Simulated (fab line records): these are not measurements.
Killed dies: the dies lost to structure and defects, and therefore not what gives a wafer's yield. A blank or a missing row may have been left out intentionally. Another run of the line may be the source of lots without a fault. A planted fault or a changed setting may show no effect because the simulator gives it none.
Which tool is to blame?    flow gf180mcu    14 lots, 42 wafers sampled, at 2 steps of a route of 602

## WHAT THE GAUGES SHOWED, per wafer
GF_V4_BOW_MEAS_05. Usual: for V4_BOW the level is 136 um and the standard deviation is 9.2.
lot   measured      on             V4_BOW (um)  flag
L966  day 23 19:29  film_metro-02  149 137 133  
L967  day 24 00:02  film_metro-04  143 150 136  
L970  day 24 21:52  film_metro-04  138 143 145  
L971  day 25 08:44  film_metro-02  123 141 137  
L973  day 26 05:26  film_metro-04  130 124 134  
L975  day 26 09:02  film_metro-04  138 128 135  
L978  day 27 16:31  film_metro-01  148 147 148  
L979  day 27 23:35  film_metro-01  140 130 135  
L980  day 28 07:40  film_metro-02  141 149 142  
L981  day 28 12:20  film_metro-01  136 139 138  
L986  day 30 01:49  film_metro-01  141 138 133  
L987  day 30 08:40  film_metro-02  139 152 155  
L988  day 30 11:26  film_metro-01  139 143 137  
L989  day 30 19:25  film_metro-04  136 142 131  

## TOOL THAT RAN EACH LOT (tool first, then ch and the chambers of the sampled wafers, then the start)
lot   GF_HV_LDD_CVD_54
L966  lpcvd-02 ch 0, day 12 16:31
L967  lpcvd-01 ch 1, day 12 21:04
L970  lpcvd-02 ch 0, day 13 16:28
L971  lpcvd-01 ch 0, day 14 01:04
L973  lpcvd-01 ch 0, day 14 22:10
L975  lpcvd-02 ch 1, day 15 04:14
L978  lpcvd-02 ch 1, day 16 11:07
L979  lpcvd-02 ch 1, day 16 21:10
L980  lpcvd-02 ch 0, day 17 06:29
L981  lpcvd-01 ch 0, day 17 09:44
L986  lpcvd-01 ch 1, day 19 10:07
L987  lpcvd-01 ch 1, day 19 19:35
L988  lpcvd-01 ch 0, day 19 22:54
L989  lpcvd-01 ch 1, day 20 10:02
- GF_HV_LDD_CVD_54: deposits SiO2 from TEOS, target thk 10 nm, time 75 s.

## AS READ BY THE TOOLS THEMSELVES (means over the sampled wafers that have a number; for cases with no such wafer, the mark the record gives instead)
GF_HV_LDD_CVD_54. Usual: spike_tc_top_C 694.4 C, standard deviation 2.1; zone_power_centre_pct 11.6 %, standard deviation 0.91.
lot   tool      spike_tc_top_C (C)  zone_power_centre_pct (%)  flag
L966  lpcvd-02  694.1               10.4                       
L967  lpcvd-01  693.2               12.8                       
L970  lpcvd-02  694.5               10.3                       
L971  lpcvd-01  698.4               11.1                       
L973  lpcvd-01  698.5               11.1                       
L975  lpcvd-02  694.6               11.8                       
L978  lpcvd-02  694.0               11.8                       
L979  lpcvd-02  693.8               11.9                       
L980  lpcvd-02  693.5               10.4                       
L981  lpcvd-01  697.8               10.9                       
L986  lpcvd-01  692.9               12.6                       
L987  lpcvd-01  693.2               12.7                       
L988  lpcvd-01  697.9               11.0                       
L989  lpcvd-01  693.1               12.6                       

## THE ANSWER, worked out from the rows above alone
Rule: lot off if the mean of its wafers having a number is beyond 3 standard deviations from the usual mean. A lot without any number at a reading at which 4 lots or more have one is off too. All remaining lots with rows at the step are treated as sound. Order of review: gauges by route order, followed by the tools' own readings, for which a lot's mean as printed above is used. At the first step where some lot is off, the reading lying furthest off is the one used; lots without a number count as furthest.
Across all readings shown, no lot is off: no conclusion can be drawn from this.

## WHAT THE SIMULATOR PUT IN
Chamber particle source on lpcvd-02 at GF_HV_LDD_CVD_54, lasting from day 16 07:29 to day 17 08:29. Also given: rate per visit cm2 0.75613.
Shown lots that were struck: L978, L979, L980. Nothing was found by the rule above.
